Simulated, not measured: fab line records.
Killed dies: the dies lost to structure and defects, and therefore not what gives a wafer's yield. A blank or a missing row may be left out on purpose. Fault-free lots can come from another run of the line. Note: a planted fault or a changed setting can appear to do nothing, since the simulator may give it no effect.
Which tool was responsible? || flow gf180mcu || Sampling: 13 lots, 39 wafers, 5 of 602 route steps

WHAT THE GAUGES SHOWED, per wafer
GF_VT_IMPLANT_TW_MEAS_43.
{"lot": "L490", "measured": "day 7 13:47", "on": "film-metro-01", "VT_IMPLANT_4_TW": "689 690 688"}
{"lot": "L491", "measured": "day 7 23:04", "on": "film-metro-01", "VT_IMPLANT_4_TW": "688 690 688"}
{"lot": "L492", "measured": "day 8 01:56", "on": "film-metro-02", "VT_IMPLANT_4_TW": "696 692 695"}
{"lot": "L493", "measured": "day 8 07:48", "on": "film-metro-02", "VT_IMPLANT_4_TW": "692 692 694"}
{"lot": "L494", "measured": "day 8 15:34", "on": "film-metro-01", "VT_IMPLANT_4_TW": "694 688 689"}
{"lot": "L495", "measured": "day 8 23:36", "on": "film-metro-04", "VT_IMPLANT_4_TW": "699 698 699"}
{"lot": "L496", "measured": "day 9 06:53", "on": "film-metro-02", "VT_IMPLANT_4_TW": "687 685 684"}
{"lot": "L497", "measured": "day 9 12:23", "on": "film-metro-01", "VT_IMPLANT_4_TW": "683 686 682"}
{"lot": "L504", "measured": "day 11 14:11", "on": "film-metro-01", "VT_IMPLANT_4_TW": "688 687 685"}
{"lot": "L505", "measured": "day 11 18:16", "on": "film-metro-04", "VT_IMPLANT_4_TW": "702 705 701"}
{"lot": "L510", "measured": "day 13 04:29", "on": "film-metro-01", "VT_IMPLANT_4_TW": "685 686 685"}
{"lot": "L511", "measured": "day 13 11:52", "on": "film-metro-01", "VT_IMPLANT_4_TW": "684 686 687"}
{"lot": "L512", "measured": "day 13 17:20", "on": "film-metro-01", "VT_IMPLANT_4_TW": "684 689 684"}

GF_HV_LDD_CD_MEAS_31 targets a cd of 400 nm.
{"lot": "L490", "measured": "day 11 14:21", "on": "cd-sem-01", "cd-nm (nm)": "400.1 398.7 400.7"}
{"lot": "L491", "measured": "day 12 00:53", "on": "cd-sem-02", "cd-nm (nm)": "399.2 399.3 398.3"}
{"lot": "L492", "measured": "day 12 03:42", "on": "cd-sem-01", "cd-nm (nm)": "397.1 399.4 400.9"}
{"lot": "L493", "measured": "day 12 10:10", "on": "cd-sem-01", "cd-nm (nm)": "404.0 401.1 401.6"}
{"lot": "L494", "measured": "day 12 19:35", "on": "cd-sem-01", "cd-nm (nm)": "398.2 397.4 398.0"}
{"lot": "L495", "measured": "day 13 05:20", "on": "cd-sem-01", "cd-nm (nm)": "401.0 399.4 403.5"}
{"lot": "L496", "measured": "day 13 14:15", "on": "cd-sem-02", "cd-nm (nm)": "399.5 396.4 398.5"}
{"lot": "L497", "measured": "day 13 21:13", "on": "cd-sem-02", "cd-nm (nm)": "398.8 398.5 401.5"}
{"lot": "L504", "measured": "day 16 06:36", "on": "cd-sem-01", "cd-nm (nm)": "400.5 401.4 401.4"}
{"lot": "L505", "measured": "day 16 10:29", "on": "cd-sem-02", "cd-nm (nm)": "401.0 402.1 400.3"}
{"lot": "L510", "measured": "day 18 02:27", "on": "cd-sem-01", "cd-nm (nm)": "396.2 398.5 398.2"}
{"lot": "L511", "measured": "day 18 08:58", "on": "cd-sem-02", "cd-nm (nm)": "398.1 397.3 400.2"}
{"lot": "L512", "measured": "day 18 16:27", "on": "cd-sem-02", "cd-nm (nm)": "400.5 402.6 399.8"}

GF_HV_LDD_RS_MEAS_53: a four-point-probe measurement.
{"lot": "L490", "measured": "day 12 11:20", "on": "film-metro-04", "HV_LDD_RS (ohm/sq)": "418.8 418.4 417.7"}
{"lot": "L491", "measured": "day 12 22:32", "on": "film-metro-02", "HV_LDD_RS (ohm/sq)": "417.0 417.6 417.0"}
{"lot": "L492", "measured": "day 13 01:03", "on": "film-metro-04", "HV_LDD_RS (ohm/sq)": "419.3 418.9 419.0"}
{"lot": "L493", "measured": "day 13 07:31", "on": "film-metro-03", "HV_LDD_RS (ohm/sq)": "418.9 419.8 418.4"}
{"lot": "L494", "measured": "day 13 16:32", "on": "film-metro-02", "HV_LDD_RS (ohm/sq)": "418.8 418.9 417.7"}
{"lot": "L495", "measured": "day 14 03:34", "on": "film-metro-04", "HV_LDD_RS (ohm/sq)": "417.4 417.7 415.9"}
{"lot": "L496", "measured": "day 14 12:30", "on": "film-metro-02", "HV_LDD_RS (ohm/sq)": "417.1 416.8 416.7"}
{"lot": "L497", "measured": "day 14 20:10", "on": "film-metro-02", "HV_LDD_RS (ohm/sq)": "416.7 417.2 417.9"}
{"lot": "L504", "measured": "day 17 06:17", "on": "film-metro-04", "HV_LDD_RS (ohm/sq)": "406.7 406.7 405.9"}
{"lot": "L505", "measured": "day 17 10:29", "on": "film-metro-03", "HV_LDD_RS (ohm/sq)": "408.1 408.0 406.2"}
{"lot": "L510", "measured": "day 19 03:12", "on": "film-metro-03", "HV_LDD_RS (ohm/sq)": "419.1 420.6 420.6"}
{"lot": "L511", "measured": "day 19 10:31", "on": "film-metro-03", "HV_LDD_RS (ohm/sq)": "418.8 418.6 419.9"}
{"lot": "L512", "measured": "day 19 18:20", "on": "film-metro-04", "HV_LDD_RS (ohm/sq)": "418.3 419.3 419.2"}

GF_HV_LDD_THK_MEAS_57.
{"lot": "L490", "measured": "day 12 13:58", "on": "film-metro-03", "HV_LDD_CVD_56_THK (nm)": "88.5 89.2 89.9"}
{"lot": "L491", "measured": "day 13 01:09", "on": "film-metro-02", "HV_LDD_CVD_56_THK (nm)": "88.8 89.8 89.5"}
{"lot": "L492", "measured": "day 13 03:41", "on": "film-metro-03", "HV_LDD_CVD_56_THK (nm)": "89.9 90.0 90.4"}
{"lot": "L493", "measured": "day 13 10:08", "on": "film-metro-03", "HV_LDD_CVD_56_THK (nm)": "90.6 90.7 89.2"}
{"lot": "L494", "measured": "day 13 19:08", "on": "film-metro-03", "HV_LDD_CVD_56_THK (nm)": "89.9 89.6 89.1"}
{"lot": "L495", "measured": "day 14 06:10", "on": "film-metro-03", "HV_LDD_CVD_56_THK (nm)": "89.2 89.4 89.0"}
{"lot": "L496", "measured": "day 14 15:08", "on": "film-metro-04", "HV_LDD_CVD_56_THK (nm)": "89.6 90.5 89.4"}
{"lot": "L497", "measured": "day 14 22:48", "on": "film-metro-04", "HV_LDD_CVD_56_THK (nm)": "91.8 91.4 91.6"}
{"lot": "L504", "measured": "day 17 08:55", "on": "film-metro-04", "HV_LDD_CVD_56_THK (nm)": "91.5 92.0 92.1"}
{"lot": "L505", "measured": "day 17 13:05", "on": "film-metro-02", "HV_LDD_CVD_56_THK (nm)": "90.3 89.5 89.7"}
{"lot": "L510", "measured": "day 19 05:50", "on": "film-metro-02", "HV_LDD_CVD_56_THK (nm)": "90.9 90.7 90.6"}
{"lot": "L511", "measured": "day 19 13:08", "on": "film-metro-04", "HV_LDD_CVD_56_THK (nm)": "90.5 91.3 90.8"}
{"lot": "L512", "measured": "day 19 20:58", "on": "film-metro-04", "HV_LDD_CVD_56_THK (nm)": "91.4 92.5 91.5"}

EACH LOT AND THE TOOL THAT RAN IT (in order: tool; ch and the chambers of the sampled wafers; start)
{"lot": "L490", "GF_HV_LDD_IMPLANT_33": "implanter-04 ch 0, day 11 14:31"}
{"lot": "L491", "GF_HV_LDD_IMPLANT_33": "implanter-01 ch 0, day 12 01:04"}
{"lot": "L492", "GF_HV_LDD_IMPLANT_33": "implanter-01 ch 0, day 12 03:52"}
{"lot": "L493", "GF_HV_LDD_IMPLANT_33": "implanter-02 ch 0, day 12 10:20"}
{"lot": "L494", "GF_HV_LDD_IMPLANT_33": "implanter-02 ch 0, day 12 19:46"}
{"lot": "L495", "GF_HV_LDD_IMPLANT_33": "implanter-02 ch 0, day 13 05:30"}
{"lot": "L496", "GF_HV_LDD_IMPLANT_33": "implanter-01 ch 0, day 13 14:24"}
{"lot": "L497", "GF_HV_LDD_IMPLANT_33": "implanter-04 ch 0, day 13 21:23"}
{"lot": "L504", "GF_HV_LDD_IMPLANT_33": "implanter-04 ch 0, day 16 06:45"}
{"lot": "L505", "GF_HV_LDD_IMPLANT_33": "implanter-04 ch 0, day 16 10:39"}
{"lot": "L510", "GF_HV_LDD_IMPLANT_33": "implanter-01 ch 0, day 18 02:36"}
{"lot": "L511", "GF_HV_LDD_IMPLANT_33": "implanter-01 ch 0, day 18 09:07"}
{"lot": "L512", "GF_HV_LDD_IMPLANT_33": "implanter-02 ch 0, day 18 16:36"}
- GF_HV_LDD_IMPLANT_33

AS READ BY THE TOOLS THEMSELVES (means over the sampled wafers that have a number; for cases with no such wafer, the mark the record gives instead)
GF_HV_LDD_IMPLANT_33.
{"lot": "L490", "tool": "implanter-04", "beam-energy-keV": 59.998, "faraday-current-uA": 41.9}
{"lot": "L491", "tool": "implanter-01", "beam-energy-keV": 60.025, "faraday-current-uA": 42.6}
{"lot": "L492", "tool": "implanter-01", "beam-energy-keV": 60.007, "faraday-current-uA": 41.8}
{"lot": "L493", "tool": "implanter-02", "beam-energy-keV": 59.994, "faraday-current-uA": 42.3}
{"lot": "L494", "tool": "implanter-02", "beam-energy-keV": 60.004, "faraday-current-uA": 42.5}
{"lot": "L495", "tool": "implanter-02", "beam-energy-keV": 60.009, "faraday-current-uA": 42.5}
{"lot": "L496", "tool": "implanter-01", "beam-energy-keV": 60.008, "faraday-current-uA": 41.8}
{"lot": "L497", "tool": "implanter-04", "beam-energy-keV": 60.022, "faraday-current-uA": 42.7}
{"lot": "L504", "tool": "implanter-04", "beam-energy-keV": 68.525, "faraday-current-uA": 41.8}
{"lot": "L505", "tool": "implanter-04", "beam-energy-keV": 68.541, "faraday-current-uA": 43.0}
{"lot": "L510", "tool": "implanter-01", "beam-energy-keV": 59.993, "faraday-current-uA": 41.3}
{"lot": "L511", "tool": "implanter-01", "beam-energy-keV": 60.008, "faraday-current-uA": 43.2}
{"lot": "L512", "tool": "implanter-02", "beam-energy-keV": 60.001, "faraday-current-uA": 42.3}

THE ANSWER, worked out from the rows above alone
Rule: the usual values come from the lots themselves. The widest of any qualifying gaps counts: lots, ordered by their means at a reading, are off when they make up no more than a third of the lots, leave a main group of 4 or more, and stand apart from it by 3 or more times the standard deviation of that group's means. Not used: any main group whose means are identical at the precision the tables above print for the reading. A lot without any number at a reading at which 4 lots or more have one is off too. All remaining lots with rows at the step are treated as sound. First the gauges in route order, then the tools' own readings, where a lot's mean is used as printed above. The first step at which some lot is off is used, and at that step the reading that is off furthest; a lot without a number counts as furthest.
Off: at GF_HV_LDD_RS_MEAS_53 (HV_LDD_RS), L504, L505. Mean 418.3 ohm/sq and standard deviation 1 in the main group.
A tool fits if, at a process step before that reading, it ran every lot that is off, and no sound lot after the first of them. Not tried: the gauges at GF_HV_LDD_RS_MEAS_53; whatever is off there is also off at GF_HV_LDD_IMPLANT_33, on other tools, and gauge error can't account for it. One fits: implanter-04 at GF_HV_LDD_IMPLANT_33. A fault onset in the window from L497 (day 13 21:23, its last sound lot) to L504 (day 16 06:45, its first lot off) fits.
The tool's own readings at GF_HV_LDD_IMPLANT_33 bear it out: on the lots that are off they differ by more than 5 times the standard deviation of the sound lots' means. beam-energy-keV reads 68.533 there against 60.006 on the sound lots.

WHAT HAD BEEN PUT IN BY THE SIMULATOR
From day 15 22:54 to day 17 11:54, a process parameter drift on implanter-04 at GF_HV_LDD_IMPLANT_33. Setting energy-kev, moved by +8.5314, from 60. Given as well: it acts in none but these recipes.
Struck lots among those shown: L504, L505. The rule given above showed the same thing.
